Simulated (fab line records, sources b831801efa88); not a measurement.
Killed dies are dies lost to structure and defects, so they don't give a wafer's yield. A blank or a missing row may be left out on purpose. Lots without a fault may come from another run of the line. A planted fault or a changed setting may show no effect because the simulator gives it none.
Problem report in the 8D (eight disciplines) form, filled by code | flow sky130 | the parts of the form that need people (team, actions taken, sign-off) are left out

1. THE PROBLEM
overpolish_run_s at SKY_CONTACT_CMP_27 reads a mean of 0.039 s on 6 wafers of 2 lots; wafers without a fault read 14.999 s with a standard deviation of 0.0099. That is -99 or more standard deviations from the usual mean.
The step: polishes, stops on SiO2, t overpolish 15 s, target thk 0 nm.
First seen on wafer L499.2, day 34 19:17, on cmp-02. The record holds 42 wafers of 14 lots with a number at this step. Rule for "out", or "out of limits": more than 4 standard deviations from the usual mean. The other wafers with a number count as sound.

2. WHAT IT IS AND WHAT IT IS NOT
question                    | is                                   | is not
which readings at this step | overpolish_run_s, time_to_endpoint_s | motor_current_A
which lots                  | L499, L501                           | L489, L490, L491, L493, L494, L496, L497, L498, L509, L510, L511, L512
which wafers of those lots  | all that have a number               | -
read on which tools         | cmp-02                               | cmp-01
when                        | from day 34 19:17                    | up to then (24 sound wafers); but 12 sound wafers of L509, L510, L511, L512 came after

3. SUSPECTS, AND WHAT RULES EACH OUT
Counting: a tool at a process step up to the reading stays a suspect if it ran every lot that is out and no sound lot after the first of them.
- cmp-02 at SKY_CONTACT_CMP_27 (polishes, stops on SiO2, t overpolish 15 s, target thk 0 nm): ruled out as a lasting fault. Sound lots L509, L510, L511, L512 ran on it after its first lot that is out, L499 (day 34 19:17).
Left after counting: nothing in the record.

4. THE CAUSE (what the simulator had put in)
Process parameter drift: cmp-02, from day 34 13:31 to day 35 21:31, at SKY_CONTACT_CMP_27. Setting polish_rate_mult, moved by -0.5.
Counting ruled it out, wrongly.

5. THE CHAIN OF EFFECTS, in route order
Each row: a reading whose mean over the struck wafers that have a number lies more than 3 standard deviations from the usual. Only readings for which the record gives a usual standard deviation are gone through. hours: the time from each lot's start at the first step in this table that gives one to its start at this step, as a median over the lots. sigmas: the change in usual standard deviations.
hours | step                  | reading            | usual    | on struck wafers | change  | sigmas
0     | SKY_CONTACT_CMP_27    | overpolish_run_s   | 14.999 s | 0.039            | -14.960 | -99 or more
0     | SKY_CONTACT_CMP_27    | time_to_endpoint_s | 79 s     | 126              | +47     | +12
321   | SKY_PAD_OPEN_PROBE_99 | killed_at_contacts | 24       | 434              | +410    | +77
321   | SKY_PAD_OPEN_PROBE_99 | killed_dies        | 87       | 492              | +405    | +42
321   | SKY_PAD_OPEN_PROBE_99 | killed_on_rim      | 17       | 96               | +79     | +18
The process steps in it:
- SKY_CONTACT_CMP_27: polishes, stops on SiO2, t overpolish 15 s, target thk 0 nm.
- SKY_PAD_OPEN_PROBE_99

6. WHAT WOULD HAVE CAUGHT IT SOONER
In this record the first reading out of limits was taken at day 34 19:17, 6 hours after the fault began at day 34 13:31.
